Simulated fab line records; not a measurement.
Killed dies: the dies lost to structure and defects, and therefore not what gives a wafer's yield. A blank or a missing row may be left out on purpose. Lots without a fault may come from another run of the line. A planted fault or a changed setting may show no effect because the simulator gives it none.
Commonality check across tools ; flow gf180mcu ; Sampled: 13 lots, 39 wafers

THE REASON FOR OPENING IT
2 of 13 lots carry a flag on the reading HV_LDD_3_TW at GF_HV_LDD_TW_MEAS_38. Wafers without a fault read 1420, standard deviation 9.3.
Rule: a lot is flagged in two cases, either no wafer of it has a number, or all its wafers with numbers fall more than 4 standard deviations from that mean. The other lots count as sound.

lot;measured;on;HV_LDD_3_TW, wafer by wafer;flag
L597;day 11 15:48;film metro-03;1424 1424 1425;
L598;day 11 23:42;film metro-02;1419 1412 1412;
L600;day 12 16:10;film metro-01;1448 1442 1445;
L601;day 13 04:39;film metro-01;1416 1427 1412;
L602;day 13 15:33;film metro-02;1411 1408 1402;
L603;day 13 15:51;film metro-03;1433 1426 1421;
L606;day 14 18:17;film metro-01;1413 1421 1428;
L604;day 14 19:14;film metro-02;1416 1419 1411;
L610;day 16 00:21;film metro-01;1419 1414 1418;
L615;day 17 06:44;film metro-03;1362 1355 1370;FLAGGED
L616;day 17 14:19;film metro-01;1349 1346 1350;FLAGGED
L618;day 18 02:23;film metro-03;1417 1415 1418;
L620;day 18 19:01;film metro-02;1414 1413 1424;
The mean of the flagged lots' numbers is 1355, -65 from the usual (-7 standard deviations).

EACH LOT AND THE TOOL IT RAN ON
The record keeps 1 process step preceding the reading, out of 602 steps on the route. Cell contents, in order: the tool; ch with the chambers the sampled wafers went through; the start.
lot;flag;GF_HV_LDD_IMPLANT_36
L597;;implanter-04 ch 0, day 11 15:33
L598;;implanter-02 ch 0, day 11 23:27
L600;;implanter-04 ch 0, day 12 15:58
L601;;implanter-04 ch 0, day 13 04:24
L602;;implanter-02 ch 0, day 13 15:18
L603;;implanter-04 ch 0, day 13 15:36
L606;;implanter-04 ch 0, day 14 18:02
L604;;implanter-03 ch 0, day 14 18:59
L610;;implanter-02 ch 0, day 16 00:07
L615;FLAGGED;implanter-02 ch 0, day 17 06:32
L616;FLAGGED;implanter-02 ch 0, day 17 14:05
L618;;implanter-03 ch 0, day 18 02:11
L620;;implanter-03 ch 0, day 18 18:47
What the steps here do:
- GF_HV_LDD_IMPLANT_36
- GF_HV_LDD_TW_MEAS_38

FLAGGED OVER TOTAL, TOOL BY TOOL (the gauges that took the reading come last)
step;tool;lots run;flagged;share of the flagged lots;sound lots run after its first flagged lot
GF_HV_LDD_IMPLANT_36;implanter-02;5;2;all;0
GF_HV_LDD_IMPLANT_36;implanter-03;3;0;none;-
GF_HV_LDD_IMPLANT_36;implanter-04;5;0;none;-
GF_HV_LDD_TW_MEAS_38;film metro-01;5;1;some;0
GF_HV_LDD_TW_MEAS_38;film metro-02;4;0;none;-
GF_HV_LDD_TW_MEAS_38;film metro-03;4;1;some;1 (L618)

WHAT THE TABLE ALLOWS
All flagged lots share 1 row of the table, namely implanter-02 at GF_HV_LDD_IMPLANT_36.
- implanter-02 at GF_HV_LDD_IMPLANT_36: 2 of its 5 lots flagged. Its last sound lot is L610 (day 16 00:07), its first flagged lot L615 (day 17 06:32): a fault that began between those two fits. Its own readings (dose ions cm2, faraday current uA) fall more than 4 standard deviations out on all wafers of the flagged lots.
What remains is a single tool, implanter-02 at GF_HV_LDD_IMPLANT_36.

WHAT THE SIMULATOR PUT IN
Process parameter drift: implanter-02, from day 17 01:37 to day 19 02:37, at GF_HV_LDD_IMPLANT_36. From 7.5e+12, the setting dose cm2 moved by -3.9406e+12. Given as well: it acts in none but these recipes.
Lots struck among those shown: L615, L616. Same finding as the rule above.
